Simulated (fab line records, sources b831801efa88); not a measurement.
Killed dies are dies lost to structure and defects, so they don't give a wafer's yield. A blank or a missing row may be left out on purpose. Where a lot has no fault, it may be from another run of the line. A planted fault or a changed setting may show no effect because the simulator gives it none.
What tool caused it? || flow gf180mcu || 39 wafers from 13 lots sampled at 6 of the route's 602 steps

WHAT EACH GAUGE READ, for each wafer
GF_POLY_GATE_OVL_MEAS_11.
{"lot": "L632", "measured": "day 9 09:14", "on": "overlay-01", "POLY_GATE_OVL (nm)": "-3 4 -3"}
{"lot": "L634", "measured": "day 10 01:13", "on": "overlay-01", "POLY_GATE_OVL (nm)": "10 13 6"}
{"lot": "L635", "measured": "day 10 07:15", "on": "overlay-01", "POLY_GATE_OVL (nm)": "3 8 0"}
{"lot": "L636", "measured": "day 10 14:32", "on": "overlay-02", "POLY_GATE_OVL (nm)": "-1 -1 -3"}
{"lot": "L638", "measured": "day 11 06:26", "on": "overlay-01", "POLY_GATE_OVL (nm)": "2 1 4"}
{"lot": "L639", "measured": "day 11 14:32", "on": "overlay-02", "POLY_GATE_OVL (nm)": "0 2 8"}
{"lot": "L642", "measured": "day 12 10:50", "on": "overlay-01", "POLY_GATE_OVL (nm)": "-1 10 4"}
{"lot": "L643", "measured": "day 12 20:33", "on": "overlay-02", "POLY_GATE_OVL (nm)": "9 5 10"}
{"lot": "L644", "measured": "day 13 01:46", "on": "overlay-01", "POLY_GATE_OVL (nm)": "-9 -5 -2"}
{"lot": "L646", "measured": "day 13 23:00", "on": "overlay-01", "POLY_GATE_OVL (nm)": "1 4 2"}
{"lot": "L648", "measured": "day 14 10:56", "on": "overlay-02", "POLY_GATE_OVL (nm)": "-5 -1 -2"}
{"lot": "L649", "measured": "day 14 17:16", "on": "overlay-01", "POLY_GATE_OVL (nm)": "-6 -8 -2"}
{"lot": "L652", "measured": "day 15 20:04", "on": "overlay-02", "POLY_GATE_OVL (nm)": "-3 0 0"}

GF_HV_LDD_CD_MEAS_19: target cd 400 nm.
{"lot": "L632", "measured": "day 10 21:46", "on": "cd-sem-01", "cd-nm (nm)": "401.0 399.0 397.2"}
{"lot": "L634", "measured": "day 11 16:10", "on": "cd-sem-01", "cd-nm (nm)": "395.6 396.7 395.7"}
{"lot": "L635", "measured": "day 11 22:32", "on": "cd-sem-02", "cd-nm (nm)": "399.0 397.3 397.3"}
{"lot": "L636", "measured": "day 12 05:40", "on": "cd-sem-02", "cd-nm (nm)": "399.5 397.7 400.5"}
{"lot": "L638", "measured": "day 12 22:50", "on": "cd-sem-02", "cd-nm (nm)": "397.6 394.5 397.0"}
{"lot": "L639", "measured": "day 13 07:04", "on": "cd-sem-02", "cd-nm (nm)": "399.8 396.4 396.9"}
{"lot": "L642", "measured": "day 14 05:28", "on": "cd-sem-02", "cd-nm (nm)": "400.3 399.8 403.4"}
{"lot": "L643", "measured": "day 14 15:35", "on": "cd-sem-01", "cd-nm (nm)": "396.8 399.9 397.9"}
{"lot": "L644", "measured": "day 14 21:03", "on": "cd-sem-02", "cd-nm (nm)": "397.5 395.6 395.0"}
{"lot": "L646", "measured": "day 15 20:47", "on": "cd-sem-01", "cd-nm (nm)": "395.8 395.3 397.0"}
{"lot": "L648", "measured": "day 16 08:16", "on": "cd-sem-01", "cd-nm (nm)": "394.3 396.4 394.0"}
{"lot": "L649", "measured": "day 16 14:23", "on": "cd-sem-01", "cd-nm (nm)": "397.5 401.2 399.0"}
{"lot": "L652", "measured": "day 17 19:01", "on": "cd-sem-02", "cd-nm (nm)": "401.4 401.9 401.9"}

GF_HV_LDD_TW_MEAS_38.
{"lot": "L632", "measured": "day 11 16:45", "on": "film-metro-04", "HV_LDD_3_TW": "1445 1448 1439"}
{"lot": "L634", "measured": "day 12 12:28", "on": "film-metro-04", "HV_LDD_3_TW": "1449 1451 1454"}
{"lot": "L635", "measured": "day 12 18:49", "on": "film-metro-04", "HV_LDD_3_TW": "1446 1453 1443"}
{"lot": "L636", "measured": "day 13 02:28", "on": "film-metro-04", "HV_LDD_3_TW": "1451 1456 1464"}
{"lot": "L638", "measured": "day 13 20:35", "on": "film-metro-03", "HV_LDD_3_TW": "1458 1448 1459"}
{"lot": "L639", "measured": "day 14 04:58", "on": "film-metro-02", "HV_LDD_3_TW": "1435 1431 1439"}
{"lot": "L642", "measured": "day 15 04:11", "on": "film-metro-02", "HV_LDD_3_TW": "1430 1440 1441"}
{"lot": "L643", "measured": "day 15 13:52", "on": "film-metro-04", "HV_LDD_3_TW": "1455 1451 1445"}
{"lot": "L644", "measured": "day 15 19:28", "on": "film-metro-03", "HV_LDD_3_TW": "1461 1460 1462"}
{"lot": "L646", "measured": "day 16 20:26", "on": "film-metro-03", "HV_LDD_3_TW": "1460 1455 1463"}
{"lot": "L648", "measured": "day 17 07:32", "on": "film-metro-03", "HV_LDD_3_TW": "1487 1482 1488"}
{"lot": "L649", "measured": "day 17 14:37", "on": "film-metro-03", "HV_LDD_3_TW": "1482 1475 1496"}
{"lot": "L652", "measured": "day 18 19:28", "on": "film-metro-04", "HV_LDD_3_TW": "1451 1449 1444"}

GF_HV_LDD_RS_MEAS_53: a four-point-probe measurement.
{"lot": "L632", "measured": "day 12 12:26", "on": "film-metro-02", "HV_LDD_RS (ohm/sq)": "419.1 420.5 419.4"}
{"lot": "L634", "measured": "day 13 08:56", "on": "film-metro-02", "HV_LDD_RS (ohm/sq)": "418.2 416.7 417.4"}
{"lot": "L635", "measured": "day 13 14:34", "on": "film-metro-03", "HV_LDD_RS (ohm/sq)": "417.5 417.2 417.8"}
{"lot": "L636", "measured": "day 13 23:04", "on": "film-metro-04", "HV_LDD_RS (ohm/sq)": "418.1 418.0 416.7"}
{"lot": "L638", "measured": "day 14 17:26", "on": "film-metro-03", "HV_LDD_RS (ohm/sq)": "418.8 419.8 419.6"}
{"lot": "L639", "measured": "day 15 03:05", "on": "film-metro-02", "HV_LDD_RS (ohm/sq)": "418.5 418.0 417.4"}
{"lot": "L642", "measured": "day 16 02:44", "on": "film-metro-02", "HV_LDD_RS (ohm/sq)": "419.8 419.7 419.8"}
{"lot": "L643", "measured": "day 16 12:06", "on": "film-metro-02", "HV_LDD_RS (ohm/sq)": "419.7 418.7 419.2"}
{"lot": "L644", "measured": "day 16 18:11", "on": "film-metro-02", "HV_LDD_RS (ohm/sq)": "418.3 418.8 419.8"}
{"lot": "L646", "measured": "day 17 19:55", "on": "film-metro-03", "HV_LDD_RS (ohm/sq)": "418.7 418.2 417.8"}
{"lot": "L648", "measured": "day 18 07:23", "on": "film-metro-04", "HV_LDD_RS (ohm/sq)": "413.3 413.6 413.1"}
{"lot": "L649", "measured": "day 18 14:08", "on": "film-metro-04", "HV_LDD_RS (ohm/sq)": "411.5 412.0 410.5"}
{"lot": "L652", "measured": "day 19 20:08", "on": "film-metro-03", "HV_LDD_RS (ohm/sq)": "418.6 417.7 417.9"}

GF_NSD_OVL_MEAS_08.
{"lot": "L632", "measured": "day 13 10:54", "on": "overlay-01", "NSD_OVL (nm)": "0.4 0.7 0.4"}
{"lot": "L634", "measured": "day 14 09:47", "on": "overlay-02", "NSD_OVL (nm)": "-2.3 0.1 -2.8"}
{"lot": "L635", "measured": "day 14 14:33", "on": "overlay-01", "NSD_OVL (nm)": "-1.7 -2.5 -1.2"}
{"lot": "L636", "measured": "day 14 23:08", "on": "overlay-02", "NSD_OVL (nm)": "-3.1 0.4 -1.1"}
{"lot": "L638", "measured": "day 15 17:48", "on": "overlay-01", "NSD_OVL (nm)": "0.2 0.7 0.5"}
{"lot": "L639", "measured": "day 16 03:32", "on": "overlay-01", "NSD_OVL (nm)": "1.8 0.1 -0.1"}
{"lot": "L642", "measured": "day 17 03:39", "on": "overlay-02", "NSD_OVL (nm)": "0.2 -1.3 -2.0"}
{"lot": "L643", "measured": "day 17 12:57", "on": "overlay-02", "NSD_OVL (nm)": "-2.5 -2.3 -3.0"}
{"lot": "L644", "measured": "day 17 20:20", "on": "overlay-01", "NSD_OVL (nm)": "-0.3 -1.2 -1.3"}
{"lot": "L646", "measured": "day 18 23:39", "on": "overlay-02", "NSD_OVL (nm)": "-0.8 1.5 1.7"}
{"lot": "L648", "measured": "day 19 10:08", "on": "overlay-02", "NSD_OVL (nm)": "-1.5 -1.3 -1.4"}
{"lot": "L649", "measured": "day 19 17:25", "on": "overlay-02", "NSD_OVL (nm)": "0.4 -1.0 1.5"}
{"lot": "L652", "measured": "day 20 23:05", "on": "overlay-01", "NSD_OVL (nm)": "-1.7 -2.9 0.2"}

EACH LOT AND THE TOOL THAT RAN IT (in order: tool; ch and the chambers of the sampled wafers; start)
{"lot": "L632", "GF_HV_LDD_IMPLANT_36": "implanter-02 ch 0, day 11 16:33"}
{"lot": "L634", "GF_HV_LDD_IMPLANT_36": "implanter-04 ch 0, day 12 12:13"}
{"lot": "L635", "GF_HV_LDD_IMPLANT_36": "implanter-01 ch 0, day 12 18:35"}
{"lot": "L636", "GF_HV_LDD_IMPLANT_36": "implanter-02 ch 0, day 13 02:14"}
{"lot": "L638", "GF_HV_LDD_IMPLANT_36": "implanter-01 ch 0, day 13 20:22"}
{"lot": "L639", "GF_HV_LDD_IMPLANT_36": "implanter-04 ch 0, day 14 04:43"}
{"lot": "L642", "GF_HV_LDD_IMPLANT_36": "implanter-04 ch 0, day 15 03:59"}
{"lot": "L643", "GF_HV_LDD_IMPLANT_36": "implanter-02 ch 0, day 15 13:38"}
{"lot": "L644", "GF_HV_LDD_IMPLANT_36": "implanter-04 ch 0, day 15 19:13"}
{"lot": "L646", "GF_HV_LDD_IMPLANT_36": "implanter-04 ch 0, day 16 20:12"}
{"lot": "L648", "GF_HV_LDD_IMPLANT_36": "implanter-04 ch 0, day 17 07:18"}
{"lot": "L649", "GF_HV_LDD_IMPLANT_36": "implanter-04 ch 0, day 17 14:22"}
{"lot": "L652", "GF_HV_LDD_IMPLANT_36": "implanter-01 ch 0, day 18 19:13"}
- GF_HV_LDD_IMPLANT_36

WHAT THE TOOLS THEMSELVES READ (means of the sampled wafers that have a number; where no wafer has one, the mark that the record gives instead)
GF_HV_LDD_IMPLANT_36.
{"lot": "L632", "tool": "implanter-02", "dose-ions-cm2": 7.501e+12, "faraday-current-uA": 41.8}
{"lot": "L634", "tool": "implanter-04", "dose-ions-cm2": 7.495e+12, "faraday-current-uA": 42.7}
{"lot": "L635", "tool": "implanter-01", "dose-ions-cm2": 7.497e+12, "faraday-current-uA": 42.1}
{"lot": "L636", "tool": "implanter-02", "dose-ions-cm2": 7.494e+12, "faraday-current-uA": 42.1}
{"lot": "L638", "tool": "implanter-01", "dose-ions-cm2": 7.514e+12, "faraday-current-uA": 42.8}
{"lot": "L639", "tool": "implanter-04", "dose-ions-cm2": 7.498e+12, "faraday-current-uA": 42.8}
{"lot": "L642", "tool": "implanter-04", "dose-ions-cm2": 7.490e+12, "faraday-current-uA": 42.5}
{"lot": "L643", "tool": "implanter-02", "dose-ions-cm2": 7.507e+12, "faraday-current-uA": 41.7}
{"lot": "L644", "tool": "implanter-04", "dose-ions-cm2": 7.506e+12, "faraday-current-uA": 42.6}
{"lot": "L646", "tool": "implanter-04", "dose-ions-cm2": 7.501e+12, "faraday-current-uA": 41.7}
{"lot": "L648", "tool": "implanter-04", "dose-ions-cm2": 9.627e+12, "faraday-current-uA": 55.0}
{"lot": "L649", "tool": "implanter-04", "dose-ions-cm2": 9.638e+12, "faraday-current-uA": 54.8}
{"lot": "L652", "tool": "implanter-01", "dose-ions-cm2": 7.487e+12, "faraday-current-uA": 41.6}

THE ANSWER, worked out from the rows above alone
Rule: the lots themselves supply what counts as usual. Put in order of their means at a reading, lots are off if they are a third of the lots or fewer, leave a main group of 4 or more, and stand apart from it by a gap of 3 or more times the standard deviation of the main group's means; of several such gaps the widest counts. Not used: any main group whose means are identical at the precision the tables above print for the reading. Also off: a lot with no number at a reading for which 4 or more lots have one. The other lots that the step has rows for count as sound. First the gauges in route order, then the tools' own readings, where a lot's mean is used as printed above. The first step at which some lot is off is used, and at that step the reading that is off furthest; a lot without a number counts as furthest.
Off: L648, L649, at GF_HV_LDD_RS_MEAS_53 (HV_LDD_RS). The main group: mean 418.5 ohm/sq, standard deviation 0.85.
If a tool, at a process step before that reading, ran all the lots that are off and no sound lot after the first of them, it fits. The gauges at GF_HV_LDD_RS_MEAS_53 aren't tried: what is off there is off at GF_HV_LDD_IMPLANT_36 too, on other tools, and a gauge's error can't cause that. One candidate fits, namely implanter-04 at GF_HV_LDD_IMPLANT_36. Its last sound lot is L646 (day 16 20:12), its first lot that is off L648 (day 17 07:18): a fault that began between those two fits.
The tool's own readings at GF_HV_LDD_IMPLANT_36 bear it out: on the lots that are off they differ by more than 5 times the standard deviation of the sound lots' means. dose-ions-cm2 reads 9.632e+12 there against 7.499e+12 on the sound lots; faraday-current-uA reads 54.9 there against 42.2 on the sound lots.

WHAT THE SIMULATOR HAD INSERTED
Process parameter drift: implanter-04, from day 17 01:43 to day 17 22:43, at GF_HV_LDD_IMPLANT_36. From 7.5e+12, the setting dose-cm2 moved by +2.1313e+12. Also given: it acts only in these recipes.
Lots struck among those shown: L648, L649. This agrees with what the rule above found.
